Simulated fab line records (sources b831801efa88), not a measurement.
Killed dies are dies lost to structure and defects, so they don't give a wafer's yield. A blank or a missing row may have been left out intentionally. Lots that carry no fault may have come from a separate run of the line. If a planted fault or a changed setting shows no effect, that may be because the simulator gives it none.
The tool behind it: which one? :: flow sky130 :: 11 lots with 33 wafers sampled at 3 steps, on a route of 708 steps

## WHAT THE GAUGES SHOWED, per wafer
SKY_CAPM_THK_MEAS_04: measures by xrf.
lot: L476
measured: day 36 08:17
on: film metro-03
CAPM_TIN_THK (nm): 198.0 197.6 199.8

lot: L478
measured: day 37 08:32
on: film metro-02
CAPM_TIN_THK (nm): 203.1 200.7 200.0

lot: L480
measured: day 38 05:48
on: film metro-01
CAPM_TIN_THK (nm): 203.7 202.1 198.4

lot: L482
measured: day 38 18:15
on: film metro-01
CAPM_TIN_THK (nm): 200.6 204.9 198.0

lot: L481
measured: day 38 18:44
on: film metro-02
CAPM_TIN_THK (nm): 200.7 205.3 204.1

lot: L488
measured: day 40 04:50
on: film metro-02
CAPM_TIN_THK (nm): 200.3 198.8 202.9

lot: L489
measured: day 40 10:20
on: film metro-01
CAPM_TIN_THK (nm): 203.6 209.0 209.1

lot: L490
measured: day 40 22:26
on: film metro-02
CAPM_TIN_THK (nm): 199.9 198.4 199.8

lot: L493
measured: day 41 14:42
on: film metro-03
CAPM_TIN_THK (nm): 199.3 204.1 200.9

lot: L494
measured: day 41 20:57
on: film metro-01
CAPM_TIN_THK (nm): 202.3 199.3 199.1

lot: L499
measured: day 43 11:02
on: film metro-03
CAPM_TIN_THK (nm): 198.2 197.9 200.1

## WHAT TOOL EACH LOT RAN ON (gives the tool, then ch and the chambers of the sampled wafers, and finally the start)
lot: L476
SKY_METAL3_SPUTTER_00: pvd sputter-04, day 36 07:47
SKY_METAL3_SPUTTER_04: pvd sputter-04, day 36 07:54

lot: L478
SKY_METAL3_SPUTTER_00: pvd sputter-03, day 37 08:04
SKY_METAL3_SPUTTER_04: pvd sputter-03, day 37 08:10

lot: L480
SKY_METAL3_SPUTTER_00: pvd sputter-04, day 38 05:19
SKY_METAL3_SPUTTER_04: pvd sputter-04, day 38 05:25

lot: L482
SKY_METAL3_SPUTTER_00: pvd sputter-03, day 38 17:45
SKY_METAL3_SPUTTER_04: pvd sputter-03, day 38 17:51

lot: L481
SKY_METAL3_SPUTTER_00: pvd sputter-03, day 38 18:16
SKY_METAL3_SPUTTER_04: pvd sputter-03, day 38 18:22

lot: L488
SKY_METAL3_SPUTTER_00: pvd sputter-03, day 40 04:23
SKY_METAL3_SPUTTER_04: pvd sputter-03, day 40 04:29

lot: L489
SKY_METAL3_SPUTTER_00: pvd sputter-03, day 40 09:52
SKY_METAL3_SPUTTER_04: pvd sputter-03, day 40 09:58

lot: L490
SKY_METAL3_SPUTTER_00: pvd sputter-03, day 40 21:58
SKY_METAL3_SPUTTER_04: pvd sputter-03, day 40 22:04

lot: L493
SKY_METAL3_SPUTTER_00: pvd sputter-04, day 41 14:13
SKY_METAL3_SPUTTER_04: pvd sputter-04, day 41 14:20

lot: L494
SKY_METAL3_SPUTTER_00: pvd sputter-03, day 41 20:29
SKY_METAL3_SPUTTER_04: pvd sputter-03, day 41 20:35

lot: L499
SKY_METAL3_SPUTTER_00: pvd sputter-02, day 43 10:35
SKY_METAL3_SPUTTER_04: pvd sputter-02, day 43 10:41
- SKY_METAL3_SPUTTER_00: material Ti, target thk 15 nm, time 10 s.
- SKY_METAL3_SPUTTER_04: material TiN, target thk 70 nm, time 58.3 s.

## WHAT THE TOOLS THEMSELVES READ (means of the sampled wafers that have a number; where no wafer has one, the mark that the record gives instead)
SKY_METAL3_SPUTTER_00.
lot: L476
tool: pvd sputter-04
throttle valve pct (%): 31.3

lot: L478
tool: pvd sputter-03
throttle valve pct (%): 29.7

lot: L480
tool: pvd sputter-04
throttle valve pct (%): 30.6

lot: L482
tool: pvd sputter-03
throttle valve pct (%): 30.1

lot: L481
tool: pvd sputter-03
throttle valve pct (%): 29.5

lot: L488
tool: pvd sputter-03
throttle valve pct (%): 29.9

lot: L489
tool: pvd sputter-03
throttle valve pct (%): 29.7

lot: L490
tool: pvd sputter-03
throttle valve pct (%): 30.0

lot: L493
tool: pvd sputter-04
throttle valve pct (%): 31.0

lot: L494
tool: pvd sputter-03
throttle valve pct (%): 29.8

lot: L499
tool: pvd sputter-02
throttle valve pct (%): 30.4

SKY_METAL3_SPUTTER_04.
lot: L476
tool: pvd sputter-04
throttle valve pct (%): 31.4

lot: L478
tool: pvd sputter-03
throttle valve pct (%): 29.6

lot: L480
tool: pvd sputter-04
throttle valve pct (%): 30.7

lot: L482
tool: pvd sputter-03
throttle valve pct (%): 29.9

lot: L481
tool: pvd sputter-03
throttle valve pct (%): 29.5

lot: L488
tool: pvd sputter-03
throttle valve pct (%): 29.8

lot: L489
tool: pvd sputter-03
throttle valve pct (%): 29.8

lot: L490
tool: pvd sputter-03
throttle valve pct (%): 29.8

lot: L493
tool: pvd sputter-04
throttle valve pct (%): 31.0

lot: L494
tool: pvd sputter-03
throttle valve pct (%): 29.8

lot: L499
tool: pvd sputter-02
throttle valve pct (%): 30.5

## THE ANSWER, worked out from the rows above alone
Rule: the usual values come from the lots themselves. The widest of any qualifying gaps counts: lots, ordered by their means at a reading, are off when they make up no more than a third of the lots, leave a main group of 4 or more, and stand apart from it by 3 or more times the standard deviation of that group's means. Not used: any main group whose means are identical at the precision the tables above print for the reading. Also off: a lot with no number at a reading for which 4 or more lots have one. All remaining lots with rows at the step are treated as sound. First the gauges in route order, then the tools' own readings, where a lot's mean is used as printed above. At the first step where some lot is off, the reading lying furthest off is the one used; lots without a number count as furthest.
Across all readings shown, no lot is off: no conclusion can be drawn from this.

## WHAT THE SIMULATOR HAD PUT IN
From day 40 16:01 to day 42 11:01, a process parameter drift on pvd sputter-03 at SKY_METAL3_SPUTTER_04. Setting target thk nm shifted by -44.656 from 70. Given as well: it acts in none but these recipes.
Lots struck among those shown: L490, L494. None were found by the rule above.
